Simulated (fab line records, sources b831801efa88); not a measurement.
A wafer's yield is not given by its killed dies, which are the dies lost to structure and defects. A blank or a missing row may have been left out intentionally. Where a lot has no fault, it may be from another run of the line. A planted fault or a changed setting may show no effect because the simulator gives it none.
8D (eight disciplines) problem report, filled in by code	flow gf180mcu	the parts of the form that need people (team, actions taken, sign-off) are left out

## 1. THE ISSUE
Mean VT_IMPLANT_2_TW at GF_VT_IMPLANT_TW_MEAS_21: 1126 over 2 wafers in 2 lots; fault-free wafers: 1210, standard deviation 5.9. Measured from the usual mean, that is -14 standard deviations.
The first sign was on wafer L186.1 at day 9 20:37, on film_metro-03. The record has a number at this step for 38 wafers belonging to 13 lots. Rule for "out" (also "out of limits"): further than 4 standard deviations from the usual mean. The rest of the wafers with a number are treated as sound.

## 2. WHAT IT IS; WHAT IT IS NOT
question	is	is not
which readings at this step	VT_IMPLANT_2_TW	-
which lots	L186, L187	L173, L174, L176, L177, L178, L179, L188, L189, L193, L194, L196
which wafers of those lots	L186.1, L187.1	L186.6, L187.2, L187.6
read on which gauges	film_metro-03, film_metro-04	film_metro-02
when	from day 9 20:37	up to then (19 sound wafers); but 17 sound wafers of L187, L188, L189, L193, L194, L196 came after

## 3. SUSPECTS, AND WHAT RULES EACH OUT
Counting: a tool at a process step up to the reading stays a suspect if it ran every lot that is out. Sound lots after the first of them don't rule it out here, since some wafers of a struck lot are sound.
- the gauge at GF_VT_IMPLANT_TW_MEAS_21 has been ruled out. Those wafers that are out were read across 2 gauges (film_metro-03, film_metro-04).
- plasma_asher-04 at GF_MVPSD_STRIP_10 (strips in O2/N2): kept. Ran every lot that is out, first one L186 (day 8 09:43); last sound lot up to then L177 (day 6 03:38).
- implanter-01 at GF_VT_IMPLANT_IMPLANT_19: kept. Ran every lot that is out, first one L186 (day 9 20:22); last sound lot up to then L178 (day 7 19:29). Out on those wafers are its own readings of beam_on_s, faraday_current_uA.
Remaining after the count are plasma_asher-04 at GF_MVPSD_STRIP_10 and implanter-01 at GF_VT_IMPLANT_IMPLANT_19.

## 4. THE CAUSE (what the simulator had put in)
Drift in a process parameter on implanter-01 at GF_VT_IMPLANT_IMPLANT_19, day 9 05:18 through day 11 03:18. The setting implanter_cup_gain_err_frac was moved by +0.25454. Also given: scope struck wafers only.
Counting left 2 suspects, and this tool is among them.

## 5. SEQUENCE OF EFFECTS, ordered by route
Rows list readings where the struck wafers' mean (over those with a number) sits beyond 3 standard deviations from the usual. Only readings for which the record gives a usual standard deviation are gone through. hours: the time from each lot's start at the first step in this table that gives one to its start at this step, as a median over the lots. sigmas: the change in usual standard deviations.
hours	step	reading	usual	on struck wafers	change	sigmas
0	GF_VT_IMPLANT_IMPLANT_19	beam_on_s	9.98 s	7.88	-2.10	-10
0	GF_VT_IMPLANT_IMPLANT_19	faraday_current_uA	24.6	31.1	+6.4	+12
0	GF_VT_IMPLANT_TW_MEAS_21	VT_IMPLANT_2_TW	1210	1126	-84	-14
Its process steps:
- GF_VT_IMPLANT_IMPLANT_19
At these later measuring or inspecting steps, every struck wafer for which the step has a row has a number for every such reading, and none has moved that far: GF_VT_IMPLANT_OVL_MEAS_29, GF_VT_IMPLANT_TW_MEAS_43.

## 6. HOW IT WOULD HAVE BEEN CAUGHT EARLIER
15 hours passed between the start of the fault at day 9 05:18 and the first reading out of limits at a measuring or inspecting step in this record, taken at day 9 20:37.
At GF_VT_IMPLANT_IMPLANT_19, the tool's own readings (beam_on_s, faraday_current_uA) were out on each struck wafer the step has a row for, so an alarm limit on them would have fired on the first such wafer.
Of the lots that are out (2), L187 began GF_VT_IMPLANT_IMPLANT_19 on implanter-01 after day 9 20:37. A hold on the tool at that time would have spared it.
